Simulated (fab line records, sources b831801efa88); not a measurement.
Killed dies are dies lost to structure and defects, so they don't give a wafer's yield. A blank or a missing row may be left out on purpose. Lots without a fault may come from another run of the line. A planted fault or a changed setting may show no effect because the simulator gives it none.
Which tool did it? | flow gf180mcu | 13 lots, 39 wafers sampled, at 4 steps of a route of 602

WHAT THE GAUGES READ, wafer by wafer
GF_MIM_THK_MEAS_06. Usual: MIM_CVD_05_THK 42.1 nm, standard deviation 0.62.
lot  | measured     | on            | MIM_CVD_05_THK (nm) | flag
L464 | day 25 20:08 | film_metro-01 | 41.8 41.4 42.4      |
L466 | day 26 02:58 | film_metro-04 | 42.0 42.4 42.6      |
L467 | day 26 14:09 | film_metro-01 | 41.2 41.8 42.0      |
L474 | day 28 07:10 | film_metro-04 | 41.4 41.3 41.4      |
L475 | day 29 00:22 | film_metro-04 | 42.5 41.8 43.2      |
L476 | day 29 01:32 | film_metro-04 | 41.8 41.4 42.2      |
L477 | day 29 12:16 | film_metro-01 | 41.9 42.8 42.6      |
L478 | day 29 15:28 | film_metro-02 | 42.0 43.0 42.2      |
L480 | day 29 23:38 | film_metro-01 | 41.0 41.4 42.2      |
L482 | day 30 08:33 | film_metro-02 | 42.5 42.3 42.2      |
L481 | day 30 13:10 | film_metro-01 | 41.1 42.2 41.5      |
L483 | day 30 14:49 | film_metro-02 | 41.5 40.9 41.0      |
L484 | day 30 22:57 | film_metro-01 | 42.1 41.3 42.6      |

WHICH TOOL RAN EACH LOT (tool, then ch and the chambers of the sampled wafers, then the start)
lot  | GF_M4_SPUTTER_00             | GF_V4_CVD_23                  | GF_MIM_SPUTTER_04
L464 | pvd_sputter-01, day 23 20:43 | cvd_w-01 ch 0,1, day 25 19:17 | pvd_sputter-04, day 25 20:04
L466 | pvd_sputter-01, day 24 04:50 | cvd_w-01 ch 0, day 26 02:07   | pvd_sputter-01, day 26 02:53
L467 | pvd_sputter-03, day 24 16:31 | cvd_w-01 ch 0, day 26 13:19   | pvd_sputter-04, day 26 14:05
L474 | pvd_sputter-01, day 26 12:06 | cvd_w-02 ch 0,1, day 28 06:19 | pvd_sputter-01, day 28 07:05
L475 | pvd_sputter-01, day 27 06:22 | cvd_w-02 ch 0,1, day 28 23:31 | pvd_sputter-02, day 29 00:18
L476 | pvd_sputter-04, day 27 07:45 | cvd_w-01 ch 0,1, day 29 00:41 | pvd_sputter-04, day 29 01:27
L477 | pvd_sputter-01, day 27 18:11 | cvd_w-01 ch 0,1, day 29 11:26 | pvd_sputter-01, day 29 12:11
L478 | pvd_sputter-04, day 27 20:41 | cvd_w-02 ch 0,1, day 29 14:38 | pvd_sputter-01, day 29 15:22
L480 | pvd_sputter-04, day 28 05:54 | cvd_w-01 ch 0,1, day 29 22:48 | pvd_sputter-04, day 29 23:33
L482 | pvd_sputter-01, day 28 15:02 | cvd_w-02 ch 0,1, day 30 07:35 | pvd_sputter-01, day 30 08:28
L481 | pvd_sputter-01, day 28 20:01 | cvd_w-01 ch 0,1, day 30 12:20 | pvd_sputter-01, day 30 13:05
L483 | pvd_sputter-01, day 28 22:53 | cvd_w-01 ch 0,1, day 30 13:58 | pvd_sputter-01, day 30 14:44
L484 | pvd_sputter-01, day 29 06:57 | cvd_w-01 ch 0,1, day 30 22:06 | pvd_sputter-04, day 30 22:52
- GF_M4_SPUTTER_00: material Ti, target thk 37.5 nm, time 150 s.
- GF_V4_CVD_23: deposits W, target thk 350 nm, time 104.9 s.
- GF_MIM_SPUTTER_04: material TiN, target thk 50 nm, time 41.7 s.

WHAT THE TOOLS THEMSELVES READ (means of the sampled wafers that have a number; where no wafer has one, the mark that the record gives instead)
GF_M4_SPUTTER_00. Usual: cathode_dc_power_W 4000.0 W, standard deviation 0.81; chamber_pressure_pa 2.000 Pa, standard deviation 0.0039; throttle_valve_pct 29.7 %, standard deviation 1.5.
lot  | tool           | cathode_dc_power_W (W) | chamber_pressure_pa (Pa) | throttle_valve_pct (%) | flag
L464 | pvd_sputter-01 | 3999.2                 | 1.999                    | 29.1                   |
L466 | pvd_sputter-01 | 3999.7                 | 1.999                    | 29.3                   |
L467 | pvd_sputter-03 | 4000.1                 | 1.996                    | 30.9                   |
L474 | pvd_sputter-01 | 4000.3                 | 1.998                    | 29.7                   |
L475 | pvd_sputter-01 | 4000.4                 | 1.999                    | 31.1                   |
L476 | pvd_sputter-04 | 3999.5                 | 1.996                    | 29.8                   |
L477 | pvd_sputter-01 | 3999.6                 | 1.999                    | 29.8                   |
L478 | pvd_sputter-04 | 3999.6                 | 1.999                    | 29.5                   |
L480 | pvd_sputter-04 | 3999.4                 | 2.005                    | 28.6                   |
L482 | pvd_sputter-01 | 4000.1                 | 2.004                    | 30.6                   |
L481 | pvd_sputter-01 | 4000.1                 | 2.000                    | 29.9                   |
L483 | pvd_sputter-01 | 4000.3                 | 1.997                    | 29.8                   |
L484 | pvd_sputter-01 | 4000.5                 | 1.996                    | 30.9                   |

GF_V4_CVD_23. Usual: chamber_pressure_Torr 40.00 Torr, standard deviation 0.093; heater_power_w 791 W, standard deviation 47.
lot  | tool     | chamber_pressure_Torr (Torr) | heater_power_w (W) | flag
L464 | cvd_w-01 | 39.93                        | 799                |
L466 | cvd_w-01 | 39.92                        | 744                |
L467 | cvd_w-01 | 40.04                        | 735                |
L474 | cvd_w-02 | 40.04                        | 814                |
L475 | cvd_w-02 | 39.95                        | 804                |
L476 | cvd_w-01 | 39.94                        | 805                |
L477 | cvd_w-01 | 40.00                        | 762                |
L478 | cvd_w-02 | 40.03                        | 804                |
L480 | cvd_w-01 | 40.05                        | 773                |
L482 | cvd_w-02 | 40.02                        | 812                |
L481 | cvd_w-01 | 40.06                        | 800                |
L483 | cvd_w-01 | 40.02                        | 776                |
L484 | cvd_w-01 | 40.08                        | 819                |

GF_MIM_SPUTTER_04. Usual: cathode_dc_power_W 6499.9 W, standard deviation 1.3; chamber_pressure_pa 0.4000 Pa, standard deviation 0.00082; throttle_valve_pct 29.8 %, standard deviation 1.4.
lot  | tool           | cathode_dc_power_W (W) | chamber_pressure_pa (Pa) | throttle_valve_pct (%) | flag
L464 | pvd_sputter-04 | -                      | -                        | -                      | OFF
L466 | pvd_sputter-01 | -                      | -                        | -                      | OFF
L467 | pvd_sputter-04 | 6500.0                 | 0.4006                   | 31.2                   |
L474 | pvd_sputter-01 | 6499.0                 | 0.3999                   | 30.4                   |
L475 | pvd_sputter-02 | 6500.4                 | 0.3998                   | 30.1                   |
L476 | pvd_sputter-04 | 6500.1                 | 0.3992                   | 30.7                   |
L477 | pvd_sputter-01 | 6499.8                 | 0.4002                   | 29.1                   |
L478 | pvd_sputter-01 | 6500.2                 | 0.3995                   | 28.7                   |
L480 | pvd_sputter-04 | 6500.8                 | 0.3998                   | 28.9                   |
L482 | pvd_sputter-01 | 6498.8                 | 0.4005                   | 29.9                   |
L481 | pvd_sputter-01 | 6500.0                 | 0.4001                   | 28.9                   |
L483 | pvd_sputter-01 | 6499.7                 | 0.3991                   | 30.5                   |
L484 | pvd_sputter-04 | 6499.7                 | 0.4001                   | 31.3                   |

THE ANSWER, worked out from the rows above alone
Rule: a lot is off if the mean of its wafers that have a number lies more than 3 standard deviations from the usual mean. A lot without any number at a reading at which 4 lots or more have one is off too. The other lots that the step has rows for count as sound. The gauges are gone through in route order, then the tools' own readings, and for those a lot's mean is taken as printed above. The first step at which some lot is off is used, and at that step the reading that is off furthest; a lot without a number counts as furthest.
Off: L464, L466, at GF_MIM_SPUTTER_04 (cathode_dc_power_W). Without a number there: L464, L466.
A tool fits if, at that step or a process step before it, it ran every lot that is off, and no sound lot after the first of them. None of those tried fits.

WHAT THE SIMULATOR HAD PUT IN
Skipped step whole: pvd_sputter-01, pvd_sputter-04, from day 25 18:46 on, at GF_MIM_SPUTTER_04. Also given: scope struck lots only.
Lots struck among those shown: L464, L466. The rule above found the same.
